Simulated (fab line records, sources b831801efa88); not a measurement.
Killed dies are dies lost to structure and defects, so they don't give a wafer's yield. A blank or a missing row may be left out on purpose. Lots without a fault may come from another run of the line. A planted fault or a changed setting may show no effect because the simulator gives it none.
One fault seen from 2 desks | flow gf180mcu | each desk has only its own numbers; what lay behind them comes last

THE METROLOGY DESK
What the gauges read, lot by lot, whatever tool the lot ran on: means of the sampled wafers that have a number. A lot is out of limits, marked OUT, if its mean lies more than 4 standard deviations from the usual mean; the brackets give that distance.
Columns: A = V5_CVD_00_THK at GF_V5_THK_MEAS_01, usual 300.9 nm
lot  | first seen here | A
L906 | day 26 02:47    | 302.6
L907 | day 26 12:13    | 300.3
L908 | day 26 22:49    | 297.0
L909 | day 27 04:05    | 306.1
L910 | day 27 16:09    | 302.4
L911 | day 28 00:02    | 300.7
L912 | day 28 03:30    | 303.7
L914 | day 28 19:40    | 300.2
L919 | day 30 07:46    | 302.1
L922 | day 31 08:08    | 304.3
L926 | day 32 04:54    | 298.2
L928 | day 32 18:40    | 297.5
L929 | day 33 00:52    | 299.6
This desk's finding: nothing out of limits on any of the 13 lots.

THE TOOL OWNER'S DESK: rie_metal-02
The tool's own readings at GF_M5_METAL_ETCH_10 (etches the open film in Cl2/BCl3, stops on SiO2, target depth 627.5 nm, time 104.6 s): means of the sampled wafers that have a number, for each lot that ran on this tool. A lot is out of limits, marked OUT, if its mean lies more than 4 standard deviations from the usual mean; the brackets give that distance.
Columns: A = bias_w at GF_M5_METAL_ETCH_10, usual 140.0 W; B = drypump_motor_current_A at GF_M5_METAL_ETCH_10, usual 5.6 A; C = he_backside_leak_sccm at GF_M5_METAL_ETCH_10, usual 3.39 sccm; D = oes_product_au at GF_M5_METAL_ETCH_10, usual 0.974 a.u.; E = throttle_valve_pct at GF_M5_METAL_ETCH_10, usual 28.248 %
lot  | first seen here | A                | B   | C    | D     | E
L906 | day 26 02:06    | 140.0            | 5.9 | 3.27 | 0.977 | 28.245
L907 | day 26 11:29    | 139.7            | 5.9 | 3.27 | 0.971 | 28.257
L910 | day 27 15:26    | 140.1            | 5.6 | 3.47 | 0.973 | 28.249
L911 | day 27 23:20    | 140.8            | 5.6 | 3.38 | 0.977 | 28.247
L912 | day 28 02:50    | 140.1            | 6.0 | 3.48 | 0.973 | 28.251
L919 | day 30 07:02    | 143.2 (+8.6) OUT | 5.9 | 3.48 | 0.973 | 28.246
L922 | day 31 07:20    | 144.5 (+12) OUT  | 6.3 | 3.41 | 0.974 | 28.259
This desk's finding: out of limits on L919, L922; first on L919, day 30 07:02 (bias_w at GF_M5_METAL_ETCH_10). In limits: L906, L907, L910, L911, L912.

PUT TOGETHER
The tool owner's desk could have raised an alarm at day 30 07:02, on L919, L922.
The metrology desk saw nothing out of limits.
The metrology desk has L919, L922 on record, within its limits.
Of the lots named, all ran GF_M5_METAL_ETCH_10 on rie_metal-02.

WHAT THE SIMULATOR HAD PUT IN
Process parameter drift: rie_metal-02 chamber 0, from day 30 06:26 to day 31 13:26, at GF_M5_METAL_ETCH_10. Setting bias_w, moved by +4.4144, from 140. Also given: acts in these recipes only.
Lots struck among those shown: L919, L922.
Hours from the fault's start to each desk's first reading out of limits: the tool owner's desk, 1.
